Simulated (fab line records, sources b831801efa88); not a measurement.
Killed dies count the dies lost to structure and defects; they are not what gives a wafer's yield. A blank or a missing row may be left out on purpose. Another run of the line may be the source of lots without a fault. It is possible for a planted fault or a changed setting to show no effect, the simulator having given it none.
Which tool was responsible? || flow gf180mcu || 18 wafers from 6 lots sampled at 3 of the route's 602 steps

## WHAT EACH GAUGE READ, for each wafer
GF_VT_IMPLANT_TW_MEAS_10.
{"lot": "L531", "measured": "day 7 00:07", "on": "film metro-02", "VT_IMPLANT_TW": "568 561 565"}
{"lot": "L534", "measured": "day 7 17:06", "on": "film metro-04", "VT_IMPLANT_TW": "590 590 594"}
{"lot": "L541", "measured": "day 9 10:16", "on": "film metro-03", "VT_IMPLANT_TW": "563 561 566"}
{"lot": "L544", "measured": "day 10 07:26", "on": "film metro-02", "VT_IMPLANT_TW": "556 555 560"}
{"lot": "L546", "measured": "day 10 19:27", "on": "film metro-02", "VT_IMPLANT_TW": "558 557 559"}
{"lot": "L548", "measured": "day 11 05:51", "on": "film metro-02", "VT_IMPLANT_TW": "558 558 559"}

## TOOL THAT RAN EACH LOT (tool first, then ch and the chambers of the sampled wafers, then the start)
{"lot": "L531", "GF_STI_ETCH_14": "rie si-01 ch 0,2, day 3 04:31", "GF_VT_IMPLANT_IMPLANT_08": "implanter-02 ch 0, day 6 23:54"}
{"lot": "L534", "GF_STI_ETCH_14": "rie si-01 ch 0,1,2, day 3 18:36", "GF_VT_IMPLANT_IMPLANT_08": "implanter-02 ch 0, day 7 16:51"}
{"lot": "L541", "GF_STI_ETCH_14": "rie si-01 ch 0,1, day 5 06:57", "GF_VT_IMPLANT_IMPLANT_08": "implanter-04 ch 0, day 9 10:02"}
{"lot": "L544", "GF_STI_ETCH_14": "rie si-02 ch 0,1,2, day 5 22:22", "GF_VT_IMPLANT_IMPLANT_08": "implanter-01 ch 0, day 10 07:11"}
{"lot": "L546", "GF_STI_ETCH_14": "rie si-01 ch 0,1,2, day 6 09:37", "GF_VT_IMPLANT_IMPLANT_08": "implanter-04 ch 0, day 10 19:12"}
{"lot": "L548", "GF_STI_ETCH_14": "rie si-01 ch 2,3, day 6 18:48", "GF_VT_IMPLANT_IMPLANT_08": "implanter-01 ch 0, day 11 05:37"}
- GF_STI_ETCH_14: etches Si in HBr/Cl2/O2, target depth 360 nm, time 102.9 s.
- GF_VT_IMPLANT_IMPLANT_08

## THE ANSWER, worked out from the rows above alone
Rule: the usual values come from the lots themselves. The widest of any qualifying gaps counts: lots, ordered by their means at a reading, are off when they make up no more than a third of the lots, leave a main group of 4 or more, and stand apart from it by 3 or more times the standard deviation of that group's means. The tables above print the reading to a certain number of digits; a main group whose means all agree to those digits is not used. Also off: a lot with no number at a reading for which 4 or more lots have one. Any other lot the step has rows for is counted as sound.
Off: at GF_VT_IMPLANT_TW_MEAS_10 (VT_IMPLANT_TW), L534. The main group has a mean of 560 with a standard deviation of 3.1.
A tool fits if, at a process step before that reading, it ran every lot that is off, and no sound lot after the first of them. The gauges at GF_VT_IMPLANT_TW_MEAS_10 are tried like those tools. Can't be told from this: 2 tools fit, implanter-02 at GF_VT_IMPLANT_IMPLANT_08, film metro-04 at GF_VT_IMPLANT_TW_MEAS_10.

## WHAT HAD BEEN PUT IN BY THE SIMULATOR
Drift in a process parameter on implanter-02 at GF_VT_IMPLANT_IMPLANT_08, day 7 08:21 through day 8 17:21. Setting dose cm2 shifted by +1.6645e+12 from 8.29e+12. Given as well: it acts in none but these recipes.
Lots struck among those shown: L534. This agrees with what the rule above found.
